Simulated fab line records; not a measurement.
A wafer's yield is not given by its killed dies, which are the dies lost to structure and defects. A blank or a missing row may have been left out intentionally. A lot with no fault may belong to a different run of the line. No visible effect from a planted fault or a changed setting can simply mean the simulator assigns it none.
What tool caused it? + flow gf180mcu + Sampling: 14 lots, 42 wafers, 5 of 602 route steps

== WHAT THE GAUGES SHOWED, per wafer ==
GF_SALICIDE_RS_MEAS_04: uses a four-point probe to measure.
| lot  | measured     | on            | SALICIDE_TIN_RS (ohm/sq) |
|------|--------------|---------------|--------------------------|
| L668 | day 15 19:26 | film_metro-04 | 15.89 16.58 16.14        |
| L670 | day 16 14:15 | film_metro-04 | 16.14 16.02 16.03        |
| L671 | day 17 01:49 | film_metro-02 | 16.61 16.01 16.37        |
| L672 | day 17 15:23 | film_metro-04 | 16.64 16.53 16.18        |
| L673 | day 17 17:06 | film_metro-01 | 16.31 16.46 16.20        |
| L674 | day 18 08:11 | film_metro-02 | 16.79 16.66 16.64        |
| L675 | day 18 23:40 | film_metro-01 | 15.74 15.97 15.75        |
| L679 | day 20 06:46 | film_metro-02 | 15.94 15.94 17.08        |
| L684 | day 21 17:38 | film_metro-02 | 17.38 16.25 17.25        |
| L685 | day 22 05:52 | film_metro-04 | 15.98 16.15 16.07        |
| L686 | day 22 12:53 | film_metro-01 | 15.95 16.05 16.05        |
| L687 | day 22 15:38 | film_metro-04 | 16.04 16.10 15.87        |
| L688 | day 23 03:28 | film_metro-01 | 16.14 15.89 16.20        |
| L689 | day 23 14:01 | film_metro-01 | 15.75 15.63 15.60        |

GF_CONTACT_BOW_MEAS_05.
| lot  | measured     | on            | CONTACT_BOW (um) |
|------|--------------|---------------|------------------|
| L668 | day 15 20:29 | film_metro-02 | 73 68 70         |
| L670 | day 16 15:18 | film_metro-02 | 65 66 70         |
| L671 | day 17 02:52 | film_metro-01 | 68 74 77         |
| L672 | day 17 16:26 | film_metro-03 | 61 65 65         |
| L673 | day 17 18:09 | film_metro-03 | 77 64 70         |
| L674 | day 18 09:12 | film_metro-01 | 72 67 65         |
| L675 | day 19 00:41 | film_metro-03 | 67 59 59         |
| L679 | day 20 07:46 | film_metro-03 | 57 65 68         |
| L684 | day 21 18:38 | film_metro-01 | 51 57 60         |
| L685 | day 22 06:52 | film_metro-03 | 57 60 65         |
| L686 | day 22 13:53 | film_metro-02 | 77 68 57         |
| L687 | day 22 16:40 | film_metro-03 | 59 62 60         |
| L688 | day 23 04:31 | film_metro-03 | 54 61 63         |
| L689 | day 23 15:01 | film_metro-01 | 70 57 61         |

GF_CONTACT_CD_MEAS_14 targets a cd of 220 nm.
| lot  | measured     | on        | cd_nm (nm)        |
|------|--------------|-----------|-------------------|
| L668 | day 16 18:52 | cd_sem-01 | 220.5 218.9 219.6 |
| L670 | day 17 14:29 | cd_sem-01 | 220.3 218.1 219.4 |
| L671 | day 18 02:13 | cd_sem-01 | 217.8 218.2 219.1 |
| L672 | day 18 16:13 | cd_sem-02 | 217.6 217.0 218.6 |
| L673 | day 18 17:29 | cd_sem-02 | 219.8 220.1 220.8 |
| L674 | day 19 09:27 | cd_sem-01 | 219.3 218.9 220.2 |
| L675 | day 20 01:17 | cd_sem-02 | 219.4 219.2 219.3 |
| L679 | day 21 07:37 | cd_sem-01 | 220.9 220.9 219.7 |
| L684 | day 22 18:15 | cd_sem-01 | 220.6 220.7 220.2 |
| L685 | day 23 06:38 | cd_sem-02 | 221.2 219.8 220.2 |
| L686 | day 23 13:09 | cd_sem-02 | 221.9 221.7 222.7 |
| L687 | day 23 16:20 | cd_sem-02 | 220.7 221.5 221.6 |
| L688 | day 24 03:16 | cd_sem-01 | 219.5 219.8 218.7 |
| L689 | day 24 13:34 | cd_sem-02 | 215.8 217.2 217.0 |

== TOOL THAT RAN EACH LOT (tool first, then ch and the chambers of the sampled wafers, then the start) ==
| lot  | GF_SALICIDE_SPUTTER_02       | GF_CONTACT_CMP_04             |
|------|------------------------------|-------------------------------|
| L668 | pvd_sputter-03, day 15 19:23 | cmp-01 ch 0,2,3, day 15 20:17 |
| L670 | pvd_sputter-03, day 16 14:11 | cmp-02 ch 0,1,2, day 16 14:59 |
| L671 | pvd_sputter-03, day 17 01:44 | cmp-01 ch 0,3, day 17 02:32   |
| L672 | pvd_sputter-04, day 17 15:20 | cmp-02 ch 0,2,3, day 17 16:08 |
| L673 | pvd_sputter-04, day 17 17:03 | cmp-02 ch 1,2, day 17 17:51   |
| L674 | pvd_sputter-03, day 18 08:08 | cmp-02 ch 2,3, day 18 08:54   |
| L675 | pvd_sputter-04, day 18 23:37 | cmp-01 ch 0,2, day 19 00:26   |
| L679 | pvd_sputter-03, day 20 06:43 | cmp-02 ch 0,2, day 20 07:28   |
| L684 | pvd_sputter-03, day 21 17:35 | cmp-01 ch 0,1,3, day 21 18:23 |
| L685 | pvd_sputter-04, day 22 05:49 | cmp-02 ch 0,2,3, day 22 06:34 |
| L686 | pvd_sputter-01, day 22 12:49 | cmp-02 ch 1,2,3, day 22 13:40 |
| L687 | pvd_sputter-01, day 22 15:35 | cmp-02 ch 0,1,3, day 22 16:22 |
| L688 | pvd_sputter-04, day 23 03:23 | cmp-02 ch 0,1,2, day 23 04:14 |
| L689 | pvd_sputter-01, day 23 13:56 | cmp-01 ch 0,1,2, day 23 14:51 |
- GF_SALICIDE_SPUTTER_02: material Co, target thk 10 nm, time 20 s.
- GF_CONTACT_CMP_04: polishes SiO2.

== AS READ BY THE TOOLS THEMSELVES (means over the sampled wafers that have a number; for cases with no such wafer, the mark the record gives instead) ==
GF_SALICIDE_SPUTTER_02.
| lot  | tool           | throttle_valve_pct (%) |
|------|----------------|------------------------|
| L668 | pvd_sputter-03 | 29.9                   |
| L670 | pvd_sputter-03 | 29.8                   |
| L671 | pvd_sputter-03 | 29.4                   |
| L672 | pvd_sputter-04 | 30.1                   |
| L673 | pvd_sputter-04 | 30.3                   |
| L674 | pvd_sputter-03 | 29.8                   |
| L675 | pvd_sputter-04 | 31.0                   |
| L679 | pvd_sputter-03 | 29.9                   |
| L684 | pvd_sputter-03 | 29.6                   |
| L685 | pvd_sputter-04 | 30.5                   |
| L686 | pvd_sputter-01 | 30.5                   |
| L687 | pvd_sputter-01 | 30.6                   |
| L688 | pvd_sputter-04 | 30.7                   |
| L689 | pvd_sputter-01 | 30.2                   |

GF_CONTACT_CMP_04.
| lot  | tool   | motor_current_A (A) | time_to_endpoint_s (s) |
|------|--------|---------------------|------------------------|
| L668 | cmp-01 | 12.2                | 109                    |
| L670 | cmp-02 | 11.2                | 108                    |
| L671 | cmp-01 | 12.7                | 111                    |
| L672 | cmp-02 | 12.2                | 104                    |
| L673 | cmp-02 | 11.7                | 113                    |
| L674 | cmp-02 | 12.4                | 104                    |
| L675 | cmp-01 | 11.7                | 120                    |
| L679 | cmp-02 | 11.5                | 104                    |
| L684 | cmp-01 | 12.2                | 115                    |
| L685 | cmp-02 | 12.2                | 100                    |
| L686 | cmp-02 | 12.0                | 110                    |
| L687 | cmp-02 | 11.8                | 111                    |
| L688 | cmp-02 | 11.0                | 110                    |
| L689 | cmp-01 | 11.6                | 119                    |

== THE ANSWER, worked out from the rows above alone ==
Rule: usual is defined by the lots themselves. Put in order of their means at a reading, lots are off if they are a third of the lots or fewer, leave a main group of 4 or more, and stand apart from it by a gap of 3 or more times the standard deviation of the main group's means; of several such gaps the widest counts. A main group whose means are all the same, to the digits that the tables above print for the reading, isn't used. Also off: a lot with no number at a reading for which 4 or more lots have one. Any other lot the step has rows for is counted as sound. After the gauges, taken in route order, come the tools' own readings; for these a lot's mean is taken, as printed above. The first step at which some lot is off is used, and at that step the reading that is off furthest; a lot without a number counts as furthest.
No lot is off on any of the readings shown, so nothing can be concluded from this.

== WHAT HAD BEEN PUT IN BY THE SIMULATOR ==
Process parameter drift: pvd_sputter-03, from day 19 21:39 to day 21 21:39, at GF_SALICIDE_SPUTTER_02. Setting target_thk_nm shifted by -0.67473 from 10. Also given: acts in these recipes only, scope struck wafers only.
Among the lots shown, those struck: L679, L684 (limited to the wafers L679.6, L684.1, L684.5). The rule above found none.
